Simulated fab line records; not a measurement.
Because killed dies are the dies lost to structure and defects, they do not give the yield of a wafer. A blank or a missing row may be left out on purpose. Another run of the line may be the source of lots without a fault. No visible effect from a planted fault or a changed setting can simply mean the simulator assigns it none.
The tool behind it: which one? :: flow sky130 :: 11 lots, 33 wafers sampled, at 1 step of a route of 708

## WHAT THE GAUGES READ, wafer by wafer
SKY_CAP2M_OVL_MEAS_12.
lot: L524
measured: day 40 10:37
on: overlay-01
CAP2M_OVL (nm): -2.1 0.7 0.5

lot: L525
measured: day 41 01:38
on: overlay-01
CAP2M_OVL (nm): 2.2 0.3 0.6

lot: L526
measured: day 41 19:12
on: overlay-01
CAP2M_OVL (nm): 0.2 1.2 0.3

lot: L527
measured: day 42 02:25
on: overlay-02
CAP2M_OVL (nm): -0.4 1.0 0.2

lot: L529
measured: day 42 06:58
on: overlay-01
CAP2M_OVL (nm): -2.4 0.4 -1.9

lot: L528
measured: day 42 12:58
on: overlay-02
CAP2M_OVL (nm): 0.2 1.3 2.2

lot: L530
measured: day 42 17:34
on: overlay-02
CAP2M_OVL (nm): 2.8 1.9 1.3

lot: L532
measured: day 43 05:16
on: overlay-01
CAP2M_OVL (nm): -1.0 0.6 -1.2

lot: L537
measured: day 44 14:55
on: overlay-01
CAP2M_OVL (nm): 3.3 3.1 2.4

lot: L538
measured: day 45 00:57
on: overlay-01
CAP2M_OVL (nm): -1.4 -0.1 0.8

lot: L544
measured: day 46 09:46
on: overlay-01
CAP2M_OVL (nm): 0.1 -0.5 -1.2

## TOOL THAT RAN EACH LOT (tool first, then ch and the chambers of the sampled wafers, then the start)
Before these readings, the record contains no process step.

## AS READ BY THE TOOLS THEMSELVES (means over the sampled wafers that have a number; for cases with no such wafer, the mark the record gives instead)
The record holds no such reading with a usual standard deviation.

## THE ANSWER, worked out from the rows above alone
Rule: what is usual is taken from the lots themselves. The widest of any qualifying gaps counts: lots, ordered by their means at a reading, are off when they make up no more than a third of the lots, leave a main group of 4 or more, and stand apart from it by 3 or more times the standard deviation of that group's means. If all means in a main group match to the digits the tables above print for the reading, that group is not used. A lot without any number at a reading at which 4 lots or more have one is off too. Where the step has rows for the other lots, those lots are counted as sound. Order of review: gauges by route order, followed by the tools' own readings, for which a lot's mean as printed above is used. At the first step where some lot is off, the reading lying furthest off is the one used; lots without a number count as furthest.
None of the lots is off at any reading shown; this tells nothing.

## WHAT HAD BEEN PUT IN BY THE SIMULATOR
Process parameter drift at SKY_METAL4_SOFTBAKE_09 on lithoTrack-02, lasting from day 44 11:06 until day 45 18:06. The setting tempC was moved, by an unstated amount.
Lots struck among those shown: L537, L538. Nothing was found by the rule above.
